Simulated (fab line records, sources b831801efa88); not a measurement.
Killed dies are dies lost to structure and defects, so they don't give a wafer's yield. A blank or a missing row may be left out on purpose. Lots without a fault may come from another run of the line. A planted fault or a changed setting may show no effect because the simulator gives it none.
fab line records | flow sky130
record lots=5 wafers=15 last_day=48
route steps=708 shown LI_CONTACT@385 LOCAL_INTERCONNECT@387 CONTACT@406
lots that met no fault: from a run of the same line without faults
start_h: hours from the record's first day to the start of the lot's first wafer shown | wait_h: hours since the lot's step before | " the same as in the row above | L1.1+2: a row that stands for several wafers | - no value, or no start given | * or withheld: withheld | < > ~ a bound
route shown NAME@n: a module of which the file shows steps, and the number in the route of the first | usual: mean/standard deviation of fault-free wafers | same: alike in all rows | chamber/n: place in a boat | sites: the reading at each site | _std_site: their standard deviation | _edge_site: outer sites' mean less inner sites' | radius_mm: how far each site lies from the wafer's centre | mask NAME#n: copy n | behind: the tool/chamber that last shaped the wafer | hold: why the lot was held/for how many hours/how that ended | device: the transistor (n, p or np) that didn't switch | end of line: the same wafers' tests at the end of the route | a step without rows: its recipe alone | killed: dies lost to structure and defects at the first sort, not the wafer's yield | map: a wafer's dies, x killed, . not, _ none there
set.NAME: the setting as run; set.NAME@STEP: as run at that earlier step | model.NAME: the simulator's own value behind a step, which no gauge read
lots at some steps of the route; a table a step, a row a wafer
services: from which hour (start_h, from the record's first day; less than 0 if before it) a tool's chamber was out of use, for how many hours, and why
## steps
# step SKY_LI_CONTACT_THK_MEAS_23
# recipe thk_meas_gauge=xrf reads=W_of_LI_CONTACT_CVD_21
# usual LI_CONTACT_W_THK=421/11
# columns lot.wafer tool chamber start_h wait_h LI_CONTACT_W_THK[nm]
L082.3 film_metro-01 - 743.43 0.1 423
L082.4 " - " " 425
L082.6 " - " " 420
L084.1 film_metro-04 - 760.25 0.1 416
L084.3 " - " " 413
L084.6 " - " " 413
L086.3 film_metro-04 - 773.99 0.1 422
L086.4 " - " " 415
L086.5 " - " " 427
L088.2 film_metro-01 - 781.17 0.1 431
L088.4 " - " " 429
L088.5 " - " " 428
L089.1 film_metro-01 - 789.46 0.1 439
L089.2 " - " " 433
L089.4 " - " " 443
# step SKY_LI_CONTACT_CMP_24
# recipe stop_on=PSG t_overpolish_s=20 down_force_psi=3.5 platen_rpm=60 target_thk_nm=0 pad_velocity_m_s=0.94248
# usual edge_zone_pressure_frac=1.000/0.0051 motor_current_A=10.8/0.64 overpolish_run_s=20.000/0.009 time_to_endpoint_s=98/3.1
# columns lot.wafer tool chamber start_h wait_h edge_zone_pressure_frac motor_current_A overpolish_run_s time_to_endpoint_s
L082.3 cmp-02 2 744.01 0.6 1.009 10.1 19.981 97
L082.4 " 3 " " 1.001 10.3 20.022 95
L082.6 " 2 " " 0.999 9.6 20.007 97
L084.1 cmp-01 3 760.31 0.1 0.999 9.2 19.999 96
L084.3 " 2 " " 1.005 11.1 19.984 100
L084.6 " 0 " " 0.993 11.4 19.997 102
L086.3 cmp-02 3 774.03 0.0 1.005 10.3 20.000 98
L086.4 " 2 " " 1.005 9.7 20.008 103
L086.5 " 3 " " 1.007 10.7 20.005 102
L088.4 cmp-01 2 781.22 0.0 1.001 11.1 20.003 102
L088.2 " 1 " " 1.000 10.7 20.002 99
L088.5 " 2 " " 1.000 10.9 19.990 105
L089.4 cmp-01 3 789.52 0.0 0.995 9.7 19.996 95
L089.2 " 0 " " 1.004 12.0 19.996 95
L089.1 " 2 " " 0.993 10.5 20.003 100
# step SKY_LOCAL_INTERCONNECT_SPUTTER_00
# recipe material=TiN target_thk_nm=100 temp_c=300 power_w=6500 time_s=83.3 chamber_pressure_pa=0.4
# usual throttle_valve_pct=30.1/0.83
# columns lot.wafer tool chamber start_h wait_h throttle_valve_pct
L082.3 pvd_sputter-01 - 744.26 0.2 30.5
L082.4 " - " " 30.7
L082.6 " - " " 30.4
L084.1 pvd_sputter-03 - 760.61 0.2 31.4
L084.3 " - " " 30.3
L084.6 " - " " 29.2
L086.3 pvd_sputter-03 - 774.33 0.2 28.8
L086.4 " - " " 29.3
L086.5 " - " " 29.4
L088.2 pvd_sputter-02 - 781.52 0.1 30.2
L088.4 " - " " 30.6
L088.5 " - " " 30.4
L089.1 pvd_sputter-03 - 789.82 0.1 31.5
L089.2 " - " " 28.6
L089.4 " - " " 29.2
# step SKY_LOCAL_INTERCONNECT_RS_MEAS_01
# recipe thk_meas_gauge=four-point-probe reads=TiN_of_LOCAL_INTERCONNECT_SPUTTER_00
# usual LOCAL_INTERCONNECT_TIN_RS=14.16/0.17
# columns lot.wafer tool chamber start_h wait_h LOCAL_INTERCONNECT_TIN_RS[ohm/sq]
L082.3 film_metro-01 - 744.37 0.1 14.29
L082.4 " - " " 14.19
L082.6 " - " " 14.31
L084.1 film_metro-02 - 760.68 0.0 14.05
L084.3 " - " " 14.25
L084.6 " - " " 14.26
L086.3 film_metro-01 - 774.44 0.1 14.02
L086.4 " - " " 14.11
L086.5 " - " " 14.09
L088.2 film_metro-03 - 781.61 0.1 14.20
L088.4 " - " " 14.12
L088.5 " - " " 14.13
L089.1 film_metro-02 - 789.89 0.0 14.10
L089.2 " - " " 14.07
L089.4 " - " " 14.08
# step SKY_LOCAL_INTERCONNECT_THK_MEAS_02
# recipe thk_meas_gauge=xrf reads=TiN_of_LOCAL_INTERCONNECT_SPUTTER_00
# usual LOCAL_INTERCONNECT_TIN_THK=99.9/1.3
# columns lot.wafer tool chamber start_h wait_h LOCAL_INTERCONNECT_TIN_THK[nm]
L082.3 film_metro-01 - 744.47 0.1 99.2
L082.4 " - " " 99.9
L082.6 " - " " 99.6
L084.1 film_metro-02 - 760.80 0.1 100.3
L084.3 " - " " 99.0
L084.6 " - " " 99.2
L086.3 film_metro-01 - 774.54 0.1 101.6
L086.4 " - " " 101.5
L086.5 " - " " 101.3
L088.2 film_metro-03 - 781.72 0.1 100.1
L088.4 " - " " 100.9
L088.5 " - " " 100.6
L089.1 film_metro-02 - 790.01 0.1 100.0
L089.2 " - " " 100.2
L089.4 " - " " 100.4
# step SKY_LOCAL_INTERCONNECT_DEHYDRATE_03
# recipe temp_c=200 time_s=60
# columns lot.wafer tool chamber start_h wait_h
L082.3+4+6 litho_track-01 0 757.59 13.1
L084.1+3+6 litho_track-01 0 773.09 12.3
L086.3+4+5 litho_track-03 0 787.59 13.0
L088.2+4+5 litho_track-01 0 794.27 12.5
L089.1+2+4 litho_track-03 0 801.59 11.6
# step SKY_LOCAL_INTERCONNECT_HMDS_04
# recipe prime_time_s=60 prime_temp_c=120
# usual prime_temp_c=119.97/0.14
# columns lot.wafer tool chamber start_h wait_h prime_temp_c
L082.3 litho_track-01 0 757.74 0.1 120.08
L082.4 " 0 " " 119.95
L082.6 " 0 " " 120.04
L084.1 litho_track-01 0 773.24 0.1 120.01
L084.3 " 0 " " 120.02
L084.6 " 0 " " 120.03
L086.3 litho_track-03 0 787.74 0.1 119.89
L086.4 " 0 " " 120.13
L086.5 " 0 " " 120.03
L088.2 litho_track-01 0 794.42 0.1 119.77
L088.4 " 0 " " 119.78
L088.5 " 0 " " 119.77
L089.1 litho_track-03 0 801.74 0.1 120.04
L089.2 " 0 " " 120.00
L089.4 " 0 " " 120.05
# step SKY_LOCAL_INTERCONNECT_COAT_05
# recipe resist=BARC temp_c=withheld time_s=withheld spin_rpm=3000 resist_thk_nm=60
# columns lot.wafer tool chamber start_h wait_h
L082.3+4+6 litho_track-01 0 757.89 0.1
L084.1+3+6 litho_track-01 0 773.39 0.1
L086.3+4+5 litho_track-03 0 787.89 0.1
L088.2+4+5 litho_track-01 0 794.57 0.1
L089.1+2+4 litho_track-03 0 801.89 0.1
# step SKY_LOCAL_INTERCONNECT_COAT_06
# recipe resist=KrF-thick spin_rpm=3000 resist_thk_nm=450
# columns lot.wafer tool chamber start_h wait_h
L082.3+4+6 litho_track-01 0 - -
L084.1+3+6 litho_track-01 0 - -
L086.3+4+5 litho_track-03 0 - -
L088.2+4+5 litho_track-01 0 - -
L089.1+2+4 litho_track-03 0 - -
# step SKY_LOCAL_INTERCONNECT_SOFTBAKE_07
# recipe temp_c=100 time_s=90 resist=KrF-thick
# columns lot.wafer tool chamber start_h wait_h
L082.3+4+6 litho_track-01 0 - -
L084.1+3+6 litho_track-01 0 - -
L086.3+4+5 litho_track-03 0 - -
L088.2+4+5 litho_track-01 0 - -
L089.1+2+4 litho_track-03 0 - -
# step SKY_LOCAL_INTERCONNECT_EXPOSE_08
# recipe mask_id=LI1M na=0.8 source_shape=annular sigma_inner=0.55 sigma_outer=0.85 target_cd_nm=170 dose_mj=28
# same na=0.8
# columns lot.wafer tool chamber start_h wait_h mask
L082.3+4+6 krf_scanner-01 0 - - LI1M#0
L084.1+3+6 krf_scanner-02 0 - - LI1M#0
L086.3+4+5 krf_scanner-01 0 - - LI1M#0
L088.2+4+5 krf_scanner-01 0 - - LI1M#0
L089.1+2+4 krf_scanner-01 0 - - LI1M#0
# step SKY_LOCAL_INTERCONNECT_PEB_09
# recipe peb_temp_c=withheld peb_time_s=withheld resist=KrF-thick
# columns lot.wafer tool chamber start_h wait_h
L082.3+4+6 litho_track-02 0 - -
L084.1+3+6 litho_track-01 0 - -
L086.3+4+5 litho_track-01 0 - -
L088.2+4+5 litho_track-02 0 - -
L089.1+2+4 litho_track-01 0 - -
# step SKY_LOCAL_INTERCONNECT_DEVELOP_10
# recipe develop_time_s=60 resist=KrF-thick dev_temp_c=21
# columns lot.wafer tool chamber start_h wait_h
L082.3+4+6 litho_track-02 0 - -
L084.1+3+6 litho_track-01 0 - -
L086.3+4+5 litho_track-01 0 - -
L088.2+4+5 litho_track-02 0 - -
L089.1+2+4 litho_track-01 0 - -
# step SKY_LOCAL_INTERCONNECT_CD_MEAS_11
# recipe target_cd_nm=170
# usual cd_nm=170.7/1.5
# columns lot.wafer tool chamber start_h wait_h cd_nm
L082.3 cd_sem-01 - 770.74 - 173.0
L082.4 " - " " 170.6
L082.6 " - " " 171.5
L084.1 cd_sem-01 - 787.29 - 171.2
L084.3 " - " " 170.9
L084.6 " - " " 171.8
L086.3 cd_sem-02 - 800.13 - 171.4
L086.4 " - " " 170.0
L086.5 " - " " 170.9
L088.2 cd_sem-01 - 808.17 - 171.4
L088.4 " - " " 170.4
L088.5 " - " " 172.9
L089.1 cd_sem-01 - 815.84 - 172.2
L089.2 " - " " 173.1
L089.4 " - " " 173.0
# step SKY_LOCAL_INTERCONNECT_OVL_MEAS_12
# usual LOCAL_INTERCONNECT_OVL=0/5.5
# columns lot.wafer tool chamber start_h wait_h LOCAL_INTERCONNECT_OVL[nm]
L082.3 overlay-02 - 770.83 0.1 -2
L082.4 " - " " 0
L082.6 " - " " 1
L084.1 overlay-01 - 787.41 0.1 -5
L084.3 " - " " -3
L084.6 " - " " -8
L086.3 overlay-01 - 800.23 0.1 5
L086.4 " - " " 2
L086.5 " - " " -1
L088.2 overlay-01 - 808.28 0.1 3
L088.4 " - " " 7
L088.5 " - " " 14
L089.1 overlay-02 - 815.96 0.1 -4
L089.2 " - " " -2
L089.4 " - " " 5
# step SKY_LOCAL_INTERCONNECT_ETCH_13
# recipe chemistry=N2/H2 target=BARC ion_energy_ev=200 bias_w=100 pressure_mtorr=30 n2_flow_sccm=100 h2_flow_sccm=200 icp_w=500 stop_on=SiO2 time_s=45.9 target_depth_a=600
# usual drypump_motor_current_A=6.0/0.33 oes_product_au=0.855/0.005 throttle_valve_pct=13.225/0.009
# columns lot.wafer tool chamber start_h wait_h drypump_motor_current_A oes_product_au rf_hours_counter_h throttle_valve_pct
L082.3 rie_metal-03 1 770.88 0.0 5.9 0.859 - 13.233
L082.4 " 0 " " 5.5 0.863 - 13.223
L082.6 " 0 " " 5.5 0.852 - 13.253
L084.1 rie_metal-01 1 787.45 0.0 6.4 0.864 12 13.233
L084.3 " 1 " " 6.4 0.849 - 13.237
L084.6 " 0 " " 6.0 0.853 - 13.228
L086.3 rie_metal-04 1 800.27 0.0 6.5 0.854 - 13.228
L086.4 " 0 " " 6.3 0.853 - 13.220
L086.5 " 1 " " 6.5 0.848 - 13.207
L088.2 rie_metal-03 0 808.31 0.0 5.5 0.856 4 13.217
L088.4 " 0 " " 5.5 0.852 - 13.223
L088.5 " 1 " " 5.9 0.852 - 13.223
L089.1 rie_metal-03 0 816.00 0.0 5.5 0.861 4 13.235
L089.2 " 1 " " 5.9 0.851 2 13.220
L089.4 " 0 " " 5.5 0.865 - 13.221
# step SKY_LOCAL_INTERCONNECT_METAL_ETCH_14
# recipe target_depth_nm=110 stop_on=PSG chemistry=Cl2/BCl3 target=TiN resist_sidewall_deg=88 pressure_mtorr=10 icp_w=900 bias_w=48.5 Cl2_flow_sccm=60 bcl3_flow_sccm=30 time_s=31.4
# usual drypump_motor_current_A=6.0/0.33 oes_product_au=0.939/0.0085 throttle_valve_pct=21.901/0.01
# columns lot.wafer tool chamber start_h wait_h drypump_motor_current_A oes_product_au rf_hours_counter_h throttle_valve_pct
L082.3 rie_metal-03 1 770.94 0.0 5.9 0.937 - 21.914
L082.4 " 0 " " 5.5 0.938 - 21.899
L082.6 " 0 " " 5.5 0.931 - 21.909
L084.1 rie_metal-01 1 787.51 0.0 6.4 0.940 12 21.909
L084.3 " 1 " " 6.4 0.929 - 21.890
L084.6 " 0 " " 6.0 0.940 - 21.905
L086.3 rie_metal-04 1 800.33 0.0 6.5 0.944 - 21.885
L086.4 " 0 " " 6.2 0.939 - 21.894
L086.5 " 1 " " 6.5 0.933 - 21.885
L088.2 rie_metal-03 0 808.37 0.0 5.5 0.929 4 21.890
L088.4 " 0 " " 5.5 0.947 - 21.892
L088.5 " 1 " " 5.9 0.946 - 21.929
L089.1 rie_metal-03 0 816.06 0.0 5.5 0.940 4 21.906
L089.2 " 1 " " 5.9 0.941 2 21.895
L089.4 " 0 " " 5.5 0.940 - 21.900
# step SKY_LOCAL_INTERCONNECT_STRIP_15
# recipe chemistry=O2/N2 power_w=1400 pressure_mtorr=1500 platen_temp_c=withheld o2_flow_sccm=3000 n2_flow_sccm=300 overash_fraction=0.5
# usual drypump_motor_current_A=6.2/0.45 oes_product_au=0.427/0.0045 strip_time_to_endpoint_s=4.730/0.022
# columns lot.wafer tool chamber start_h wait_h drypump_motor_current_A oes_product_au rf_hours_counter_h strip_time_to_endpoint_s
L082.3 plasma_asher-04 1 771.01 0.1 6.5 0.426 - 4.722
L082.4 " 0 " " 5.7 0.422 - 4.724
L082.6 " 1 " " 6.6 0.418 - 4.759
L084.1 plasma_asher-04 0 787.56 0.0 5.7 0.420 99 4.707
L084.3 " 1 " " 6.6 0.420 - 4.689
L084.6 " 0 " " 5.7 0.422 - 4.727
L086.3 plasma_asher-01 1 800.40 0.1 5.6 0.431 - 4.740
L086.4 " 0 " " 6.1 0.434 - 4.742
L086.5 " 1 " " 5.6 0.431 - 4.737
L088.2 plasma_asher-02 1 808.42 0.0 6.8 0.427 38 4.732
L088.4 " 1 " " 6.8 0.436 - 4.762
L088.5 " 0 " " 6.1 0.422 - 4.701
L089.1 plasma_asher-04 1 816.11 0.0 6.6 0.428 102 4.735
L089.2 " 0 " " 5.7 0.422 102 4.706
L089.4 " 1 " " 6.6 0.424 - 4.736
# step SKY_LOCAL_INTERCONNECT_STRIP_16
# recipe chemistry=post_etch_residue_remover time_s=1200 temp_c=72.5
# usual bath_guard_temp_C=72.5/0.38
# columns lot.wafer tool chamber start_h wait_h bath_guard_temp_C
L082.3 wet_bench-02 3 771.07 0.0 72.1
L082.4 " 3 " " 72.0
L082.6 " 3 " " 72.2
L084.1 wet_bench-01 2 787.66 0.1 72.1
L084.3 " 2 " " 72.7
L084.6 " 2 " " 72.3
L086.3 wet_bench-01 1 800.46 0.0 72.5
L086.4 " 1 " " 72.9
L086.5 " 1 " " 72.7
L088.2 wet_bench-04 1 808.52 0.1 72.6
L088.4 " 1 " " 72.5
L088.5 " 1 " " 72.7
L089.1 wet_bench-02 2 816.21 0.1 72.4
L089.2 " 2 " " 72.4
L089.4 " 2 " " 72.5
# step SKY_LOCAL_INTERCONNECT_CLEAN_17
# recipe chemistry=IPA time_s=180 temp_c=25
# columns lot.wafer tool chamber start_h wait_h
L082.3+4+6 wet_bench-01 1 771.41 0.0
L084.1+3+6 wet_bench-01 2 788.11 0.0
L086.3+4+5 wet_bench-02 3 800.84 0.0
L088.2+4+5 wet_bench-01 0 808.93 0.0
L089.1+2+4 wet_bench-04 0 816.59 0.0
# step SKY_LOCAL_INTERCONNECT_CLEAN_18
# recipe chemistry=O3/DIW dry=n2_spin
# columns lot.wafer tool chamber start_h wait_h
L082.3+4+6 wet_bench-02 1 771.48 0.0
L084.1+3+6 wet_bench-02 1 788.18 0.0
L086.3+4+5 wet_bench-01 2 800.90 0.0
L088.2+4+5 wet_bench-02 1 808.99 0.0
L089.1+2+4 wet_bench-01 2 816.64 0.0
# step SKY_CONTACT_CVD_00
# recipe material=Si3N4 target_thk_nm=75 temp_c=400 time_s=withheld rf_w=450
# usual heater_power_outer_w=409/59 heater_power_w=699/76
# columns lot.wafer tool chamber start_h wait_h heater_power_outer_w heater_power_w
L082.3 pecvd-01 0 771.57 0.0 498 831
L082.4 " 2 " " 360 626
L082.6 " 1 " " 370 720
L084.1 pecvd-02 1 788.27 0.0 358 662
L084.3 " 2 " " 365 608
L084.6 " 1 " " 259 530
L086.3 pecvd-04 2 801.00 0.0 312 553
L086.4 " 2 " " 319 568
L086.5 " 1 " " 398 699
L088.2 pecvd-04 0 809.09 0.0 479 730
L088.4 " 2 " " 389 663
L088.5 " 1 " " 464 768
L089.1 pecvd-01 0 816.74 0.0 462 783
L089.2 " 2 " " 369 653
L089.4 " 2 " " 365 647
# step SKY_CONTACT_THK_MEAS_01
# recipe reads=Si3N4_of_CONTACT_CVD_00
# usual CONTACT_CVD_00_THK=75.0/1
# columns lot.wafer tool chamber start_h wait_h CONTACT_CVD_00_THK[nm]
L082.3 film_metro-02 - 771.63 - 73.7
L082.4 " - " " 74.4
L082.6 " - " " 75.4
L084.1 film_metro-01 - 788.31 - 75.0
L084.3 " - " " 75.6
L084.6 " - " " 75.6
L086.3 film_metro-02 - 801.05 - 73.8
L086.4 " - " " 75.0
L086.5 " - " " 75.2
L088.2 film_metro-02 - 809.14 - 73.8
L088.4 " - " " 75.1
L088.5 " - " " 74.7
L089.1 film_metro-01 - 816.78 - 75.7
L089.2 " - " " 74.4
L089.4 " - " " 75.4
# step SKY_CONTACT_HDPCVD_02
# recipe material=SiO2 target_thk_nm=565 sigma_open_frac=0.3 time_s=94.2 temp_c=600 sih4_flow_sccm=60 pressure_mtorr=6
# columns lot.wafer tool chamber start_h wait_h
L082.3+4+6 hdpcvd-01 2,1,0 771.67 0.0
L084.1+3+6 hdpcvd-01 1,2,1 788.37 0.1
L086.3+4+5 hdpcvd-02 1,0,2 801.09 0.0
L088.2+4+5 hdpcvd-01 1,1,2 809.19 0.0
L089.1+2+4 hdpcvd-02 1,2,1 816.84 0.1
# step SKY_CONTACT_THK_MEAS_03
# recipe reads=SiO2_of_CONTACT_HDPCVD_02
# usual CONTACT_HDPCVD_THK=567/5.3
# columns lot.wafer tool chamber start_h wait_h CONTACT_HDPCVD_THK[nm]
L082.3 film_metro-01 - 771.76 0.1 572
L082.4 " - " " 564
L082.6 " - " " 572
L084.1 film_metro-02 - 788.44 0.0 568
L084.3 " - " " 566
L084.6 " - " " 564
L086.3 film_metro-04 - 801.18 0.1 573
L086.4 " - " " 570
L086.5 " - " " 565
L088.2 film_metro-01 - 809.26 0.0 562
L088.4 " - " " 558
L088.5 " - " " 559
L089.1 film_metro-01 - 816.91 0.0 554
L089.2 " - " " 558
L089.4 " - " " 559
# step SKY_CONTACT_CMP_04
# recipe material=SiO2 down_force_psi=4 platen_rpm=60 pad_velocity_m_s=0.94248
# usual edge_zone_pressure_frac=0.999/0.0047 motor_current_A=11.7/0.68 time_to_endpoint_s=83.9/2.9
# columns lot.wafer tool chamber start_h wait_h edge_zone_pressure_frac motor_current_A time_to_endpoint_s
L082.4 cmp-02 2 771.90 0.1 0.995 11.7 80.8
L082.3 " 3 " " 1.000 11.1 78.9
L082.6 " 0 " " 0.996 11.6 82.2
L084.3 cmp-01 3 788.50 0.0 0.998 10.4 83.1
L084.1 " 0 " " 1.002 12.4 87.5
L084.6 " 0 " " 0.992 11.7 82.9
L086.4 cmp-02 1 801.22 0.0 1.003 12.5 82.6
L086.3 " 0 " " 1.002 11.9 85.0
L086.5 " 2 " " 1.001 10.8 82.2
L088.4 cmp-02 0 809.31 0.0 1.003 12.2 79.4
L088.2 " 3 " " 1.000 11.1 81.4
L088.5 " 0 " " 1.002 12.4 78.0
L089.1 cmp-01 3 816.97 0.1 1.004 10.5 80.0
L089.2 " 1 " " 1.007 12.2 81.3
L089.4 " 2 " " 1.006 11.8 82.0
# step SKY_CONTACT_BOW_MEAS_05
# recipe mode=bow
# usual CONTACT_BOW=80/6.9
# columns lot.wafer tool chamber start_h wait_h CONTACT_BOW[um]
L082.3 film_metro-01 - 772.14 0.1 90
L082.4 " - " " 89
L082.6 " - " " 86
L084.1 film_metro-01 - 788.81 0.2 70
L084.3 " - " " 77
L084.6 " - " " 83
L086.3 film_metro-02 - 801.56 0.1 83
L086.4 " - " " 68
L086.5 " - " " 82
L088.2 film_metro-02 - 809.63 0.1 65
L088.4 " - " " 82
L088.5 " - " " 82
L089.1 film_metro-02 - 817.27 0.2 69
L089.2 " - " " 81
L089.4 " - " " 75
# step SKY_CONTACT_DEHYDRATE_06
# recipe temp_c=200 time_s=60
# columns lot.wafer tool chamber start_h wait_h
L082.3+4+6 litho_track-03 0 785.54 13.4
L084.1+3+6 litho_track-04 0 799.90 11.1
L086.3+4+5 litho_track-02 0 814.55 13.0
L088.2+4+5 litho_track-03 0 822.52 12.9
L089.1+2+4 litho_track-02 0 828.90 11.6
# step SKY_CONTACT_HMDS_07
# recipe prime_time_s=60 prime_temp_c=120
# usual prime_temp_c=120.02/0.13
# columns lot.wafer tool chamber start_h wait_h prime_temp_c
L082.3 litho_track-03 0 785.69 0.1 120.10
L082.4 " 0 " " 120.04
L082.6 " 0 " " 120.15
L084.1 litho_track-04 0 800.05 0.1 119.90
L084.3 " 0 " " 119.96
L084.6 " 0 " " 120.00
L086.3 litho_track-02 0 814.70 0.1 119.85
L086.4 " 0 " " 119.91
L086.5 " 0 " " 119.87
L088.2 litho_track-03 0 822.67 0.1 120.11
L088.4 " 0 " " 119.93
L088.5 " 0 " " 119.75
L089.1 litho_track-02 0 829.05 0.1 120.06
L089.2 " 0 " " 120.23
L089.4 " 0 " " 120.14
# step SKY_CONTACT_COAT_08
# recipe resist=BARC temp_c=withheld time_s=withheld spin_rpm=3000 resist_thk_nm=60
# columns lot.wafer tool chamber start_h wait_h
L082.3+4+6 litho_track-03 0 785.84 0.1
L084.1+3+6 litho_track-04 0 800.20 0.1
L086.3+4+5 litho_track-02 0 814.85 0.1
L088.2+4+5 litho_track-03 0 822.82 0.1
L089.1+2+4 litho_track-02 0 829.20 0.1
# step SKY_CONTACT_COAT_09
# recipe resist=KrF-thick spin_rpm=3000 resist_thk_nm=450
# columns lot.wafer tool chamber start_h wait_h
L082.3+4+6 litho_track-03 0 - -
L084.1+3+6 litho_track-04 0 - -
L086.3+4+5 litho_track-02 0 - -
L088.2+4+5 litho_track-03 0 - -
L089.1+2+4 litho_track-02 0 - -
# step SKY_CONTACT_SOFTBAKE_10
# recipe temp_c=100 time_s=90 resist=KrF-thick
# columns lot.wafer tool chamber start_h wait_h
L082.3+4+6 litho_track-03 0 - -
L084.1+3+6 litho_track-04 0 - -
L086.3+4+5 litho_track-02 0 - -
L088.2+4+5 litho_track-03 0 - -
L089.1+2+4 litho_track-02 0 - -
# step SKY_CONTACT_EXPOSE_11
# recipe mask_id=CTM1 na=0.8 source_shape=annular sigma_inner=0.55 sigma_outer=0.85 target_cd_nm=170 dose_mj=38
# same na=0.8
# columns lot.wafer tool chamber start_h wait_h mask
L082.3+4+6 krf_scanner-02 0 - - CTM1#0
L084.1+3+6 krf_scanner-01 0 - - CTM1#0
L086.3+4+5 krf_scanner-02 0 - - CTM1#0
L088.2+4+5 krf_scanner-02 0 - - CTM1#0
L089.1+2+4 krf_scanner-02 0 - - CTM1#0
# step SKY_CONTACT_PEB_12
# recipe peb_temp_c=withheld peb_time_s=withheld resist=KrF-thick
# columns lot.wafer tool chamber start_h wait_h
L082.3+4+6 litho_track-02 0 - -
L084.1+3+6 litho_track-02 0 - -
L086.3+4+5 litho_track-04 0 - -
L088.2+4+5 litho_track-03 0 - -
L089.1+2+4 litho_track-02 0 - -
# step SKY_CONTACT_DEVELOP_13
# recipe develop_time_s=60 resist=KrF-thick dev_temp_c=21
# columns lot.wafer tool chamber start_h wait_h
L082.3+4+6 litho_track-02 0 - -
L084.1+3+6 litho_track-02 0 - -
L086.3+4+5 litho_track-04 0 - -
L088.2+4+5 litho_track-03 0 - -
L089.1+2+4 litho_track-02 0 - -
# step SKY_CONTACT_CD_MEAS_14
# recipe target_cd_nm=170
# usual cd_nm=169.7/1.5
# columns lot.wafer tool chamber start_h wait_h cd_nm
L082.3 cd_sem-02 - 798.79 - 168.9
L082.4 " - " " 169.2
L082.6 " - " " 169.6
L084.1 cd_sem-01 - 814.20 - 169.9
L084.3 " - " " 170.3
L084.6 " - " " 169.1
L086.3 cd_sem-01 - 827.74 - 167.9
L086.4 " - " " 167.9
L086.5 " - " " 168.0
L088.2 cd_sem-01 - 835.91 - 171.7
L088.4 " - " " 170.2
L088.5 " - " " 169.5
L089.1 cd_sem-02 - 842.75 - 172.0
L089.2 " - " " 172.2
L089.4 " - " " 172.3
# step SKY_CONTACT_OVL_MEAS_15
# usual CONTACT_OVL=3/6.2
# columns lot.wafer tool chamber start_h wait_h CONTACT_OVL[nm]
L082.3 overlay-02 - 798.88 0.1 -12
L082.4 " - " " -4
L082.6 " - " " -9
L084.1 overlay-02 - 814.32 0.1 1
L084.3 " - " " 15
L084.6 " - " " 10
L086.3 overlay-02 - 827.83 0.1 -3
L086.4 " - " " 1
L086.5 " - " " 8
L088.2 overlay-02 - 836.02 0.1 4
L088.4 " - " " 5
L088.5 " - " " 5
L089.1 overlay-01 - 842.87 0.1 0
L089.2 " - " " 5
L089.4 " - " " 1
# step SKY_CONTACT_ETCH_16
# recipe chemistry=N2/H2 target=BARC ion_energy_ev=200 source_w=500 bias_w=100 pressure_mtorr=30 n2_flow_sccm=100 h2_flow_sccm=200 stop_on=SiO2 time_s=45.9 target_depth_a=600
# usual drypump_motor_current_A=5.7/0.43 oes_product_au=0.856/0.0046 throttle_valve_pct=13.225/0.0085
# columns lot.wafer tool chamber start_h wait_h drypump_motor_current_A oes_product_au rf_hours_counter_h throttle_valve_pct
L082.3 rie_diel-04 2 798.91 0.0 6.0 0.859 8 13.219
L082.4 " 1 " " 5.6 0.852 16 13.247
L082.6 " 3 " " 5.8 0.860 - 13.216
L084.1 rie_diel-04 0 814.36 0.0 6.5 0.870 12 13.215
L084.3 " 2 " " 6.0 0.857 8 13.228
L084.6 " 3 " " 5.8 0.857 - 13.212
L086.3 rie_diel-04 1 827.85 0.0 5.5 0.858 17 13.235
L086.4 " 2 " " 6.0 0.859 9 13.208
L086.5 " 3 " " 5.8 0.856 - 13.212
L088.2 rie_diel-04 1 836.05 0.0 5.5 0.862 17 13.224
L088.4 " 2 " " 6.0 0.853 9 13.218
L088.5 " 1 " " 5.5 0.852 - 13.217
L089.1 rie_diel-03 1 842.91 0.0 5.6 0.859 3 13.238
L089.2 " 3 " " 5.0 0.861 5 13.233
L089.4 " 2 " " 5.7 0.859 10 13.227
# step SKY_CONTACT_ETCH_17
# recipe target=SiO2 chemistry=C4F8/O2/Ar stop_on=Si3N4 mask_material=KrF-thick source_w=1500 bias_w=1200 pressure_mtorr=40 c4f8_flow_sccm=withheld O2_flow_sccm=6 Ar_flow_sccm=300 time_s=withheld target_depth_a=3400
# usual oes_product_au=0.892/0.0046
# columns lot.wafer tool chamber start_h wait_h oes_product_au
L082.3 rie_diel-04 2 798.95 0.0 0.900
L082.4 " 1 " " 0.900
L082.6 " 3 " " 0.890
L084.1 rie_diel-04 0 814.40 0.0 0.891
L084.3 " 2 " " 0.898
L084.6 " 3 " " 0.898
L086.3 rie_diel-04 1 827.89 0.0 0.896
L086.4 " 2 " " 0.893
L086.5 " 3 " " 0.890
L088.2 rie_diel-04 1 836.09 0.0 0.896
L088.4 " 2 " " 0.894
L088.5 " 1 " " 0.890
L089.1 rie_diel-03 1 842.95 0.0 0.890
L089.2 " 3 " " 0.890
L089.4 " 2 " " 0.886
## services
# columns tool chamber start_h hours kind
krf_scanner-01 - 726.63 1.3 pm
rie_metal-01 1 728.63 2.3 repair
wet_bench-02 - 731.22 10.5 repair
cmp-02 - 735.56 4.7 pm
krf_scanner-01 - 736.94 0.7 repair
cmp-02 - 744.26 4.0 pm
cmp-02 - 748.26 15.7 pm
krf_scanner-02 - 767.36 1.3 pm
krf_scanner-02 - 776.02 4.3 repair
cmp-02 - 777.14 1.3 repair
rie_diel-04 - 794.10 0.5 repair
krf_scanner-01 - 795.16 0.8 pm
plasma_asher-04 - 797.57 4.3 pm
cmp-01 - 800.70 3.1 repair
cmp-02 - 805.14 1.0 repair
cmp-01 - 808.97 1.9 repair
krf_scanner-02 - 810.42 1.0 pm
rie_metal-03 - 814.19 0.5 repair
hdpcvd-01 2 817.70 6.1 repair
cmp-02 - 820.91 2.7 repair
krf_scanner-01 - 822.97 1.0 pm
cmp-01 - 829.99 4.0 pm
krf_scanner-02 - 835.24 0.8 pm
cmp-01 - 842.75 0.4 repair
## key
fault none
